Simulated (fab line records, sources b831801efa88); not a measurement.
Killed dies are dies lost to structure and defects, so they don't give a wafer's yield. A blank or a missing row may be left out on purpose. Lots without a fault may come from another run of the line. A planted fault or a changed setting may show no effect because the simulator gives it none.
Which tool did it? | flow sky130 | 11 lots, 33 wafers sampled, at 4 steps of a route of 708

WHAT THE GAUGES READ, wafer by wafer
SKY_VT_ADJUST_NCORE_OVL_MEAS_08. Usual: VT_ADJUST_NCORE_OVL 1.5 nm, standard deviation 1.5.
lot  | measured     | on         | VT_ADJUST_NCORE_OVL (nm) | flag
L276 | day 9 09:50  | overlay-01 | 4.5 3.3 3.7              |
L275 | day 9 10:59  | overlay-01 | -0.2 -0.1 -0.7           |
L277 | day 9 21:43  | overlay-02 | 2.8 1.4 2.2              |
L278 | day 10 00:26 | overlay-01 | 1.0 1.0 0.9              |
L279 | day 10 07:41 | overlay-02 | 1.9 2.0 0.9              |
L280 | day 10 16:13 | overlay-02 | 1.3 0.0 1.0              |
L281 | day 11 02:07 | overlay-02 | 0.4 1.9 1.4              |
L284 | day 11 20:40 | overlay-02 | 1.0 0.7 0.2              |
L289 | day 13 21:05 | overlay-01 | 208.2 207.9 206.3        | OFF
L290 | day 14 09:43 | overlay-01 | 206.3 208.0 208.0        | OFF
L293 | day 14 17:32 | overlay-02 | -0.2 -0.7 -0.4           |

SKY_VIA1_THK_MEAS_23: measures by xrf. Usual: VIA1_W_THK 273 nm, standard deviation 4.5.
lot  | measured     | on            | VIA1_W_THK (nm) | flag
L276 | day 35 13:40 | film_metro-01 | 275 270 272     |
L275 | day 35 14:49 | film_metro-04 | 277 275 275     |
L277 | day 35 15:39 | film_metro-04 | 278 277 276     |
L278 | day 35 18:55 | film_metro-02 | 270 268 269     |
L279 | day 35 23:46 | film_metro-01 | 278 274 277     |
L280 | day 36 08:41 | film_metro-04 | 281 277 283     |
L281 | day 36 20:22 | film_metro-01 | 264 269 266     |
L284 | day 37 10:59 | film_metro-01 | 271 269 270     |
L289 | day 39 15:24 | film_metro-04 | 274 279 278     |
L290 | day 40 01:47 | film_metro-01 | 276 272 274     |
L293 | day 40 14:26 | film_metro-04 | 271 271 271     |

WHICH TOOL RAN EACH LOT (tool, then ch and the chambers of the sampled wafers, then the start)
lot  | SKY_VT_ADJUST_NCORE_EXPOSE_04       | SKY_METAL1_STRIP_20
L276 | iline_stepper-01 ch 0, day 8 22:53  | plasma_asher-03 ch 0,1, day 34 09:17
L275 | iline_stepper-02 ch 0, day 9 00:26  | plasma_asher-03 ch 0,1, day 34 09:56
L277 | iline_stepper-01 ch 0, day 9 10:52  | plasma_asher-04 ch 0,1, day 34 11:03
L278 | iline_stepper-01 ch 0, day 9 12:44  | plasma_asher-03 ch 0,1, day 34 14:12
L279 | iline_stepper-01 ch 0, day 9 20:35  | plasma_asher-04 ch 0,1, day 34 19:06
L280 | iline_stepper-01 ch 0, day 10 05:08 | plasma_asher-01 ch 0,1, day 35 04:20
L281 | iline_stepper-02 ch 0, day 10 13:52 | plasma_asher-03 ch 0,1, day 35 16:08
L284 | iline_stepper-01 ch 0, day 11 08:30 | plasma_asher-03 ch 0,1, day 36 06:44
L289 | iline_stepper-01 ch 0, day 13 09:11 | plasma_asher-04 ch 0,1, day 38 11:24
L290 | iline_stepper-01 ch 0, day 13 20:26 | plasma_asher-04 ch 0,1, day 38 22:57
L293 | iline_stepper-02 ch 0, day 14 05:14 | plasma_asher-01 ch 0,1, day 39 11:41
- SKY_VT_ADJUST_NCORE_EXPOSE_04: exposes mask LVTN COMPLEMENT THIN, target cd 380 nm.
- SKY_METAL1_STRIP_20: strips in O2/N2.

WHAT THE TOOLS THEMSELVES READ (means of the sampled wafers that have a number; where no wafer has one, the mark that the record gives instead)
SKY_VT_ADJUST_NCORE_EXPOSE_04. Usual: reticle_temp_C 23.04 C, standard deviation 0.1.
lot  | tool             | reticle_temp_C (C) | flag
L276 | iline_stepper-01 | 22.96              |
L275 | iline_stepper-02 | 22.91              |
L277 | iline_stepper-01 | 23.13              |
L278 | iline_stepper-01 | 23.07              |
L279 | iline_stepper-01 | 23.03              |
L280 | iline_stepper-01 | 23.11              |
L281 | iline_stepper-02 | 23.00              |
L284 | iline_stepper-01 | 22.97              |
L289 | iline_stepper-01 | 23.05              |
L290 | iline_stepper-01 | 22.84              |
L293 | iline_stepper-02 | 23.01              |

SKY_METAL1_STRIP_20. Usual: drypump_motor_current_A 5.4 A, standard deviation 0.44; oes_product_au 0.344 a.u., standard deviation 0.0055; strip_time_to_endpoint_s 2.71 s, standard deviation 0.059.
lot  | tool            | drypump_motor_current_A (A) | oes_product_au (a.u.) | strip_time_to_endpoint_s (s) | flag
L276 | plasma_asher-03 | 5.7                         | 0.344                 | 2.64                         |
L275 | plasma_asher-03 | 5.3                         | 0.342                 | 2.72                         |
L277 | plasma_asher-04 | 5.3                         | 0.344                 | 2.69                         |
L278 | plasma_asher-03 | 5.3                         | 0.344                 | 2.71                         |
L279 | plasma_asher-04 | 5.5                         | 0.340                 | 2.69                         |
L280 | plasma_asher-01 | 5.2                         | 0.348                 | 2.74                         |
L281 | plasma_asher-03 | 5.3                         | 0.349                 | 2.74                         |
L284 | plasma_asher-03 | 5.3                         | 0.339                 | 2.66                         |
L289 | plasma_asher-04 | 5.2                         | 0.341                 | 2.62                         |
L290 | plasma_asher-04 | 5.3                         | 0.341                 | 2.66                         |
L293 | plasma_asher-01 | 5.5                         | 0.344                 | 2.74                         |

THE ANSWER, worked out from the rows above alone
Rule: a lot is off if the mean of its wafers that have a number lies more than 3 standard deviations from the usual mean. A lot without any number at a reading at which 4 lots or more have one is off too. The other lots that the step has rows for count as sound. The gauges are gone through in route order, then the tools' own readings, and for those a lot's mean is taken as printed above. The first step at which some lot is off is used, and at that step the reading that is off furthest; a lot without a number counts as furthest.
Off: L289, L290, at SKY_VT_ADJUST_NCORE_OVL_MEAS_08 (VT_ADJUST_NCORE_OVL).
A tool fits if, at a process step before that reading, it ran every lot that is off, and no sound lot after the first of them. The gauges at SKY_VT_ADJUST_NCORE_OVL_MEAS_08 are tried like those tools. Can't be told from this: 2 tools fit, iline_stepper-01 at SKY_VT_ADJUST_NCORE_EXPOSE_04, overlay-01 at SKY_VT_ADJUST_NCORE_OVL_MEAS_08.

WHAT THE SIMULATOR HAD PUT IN
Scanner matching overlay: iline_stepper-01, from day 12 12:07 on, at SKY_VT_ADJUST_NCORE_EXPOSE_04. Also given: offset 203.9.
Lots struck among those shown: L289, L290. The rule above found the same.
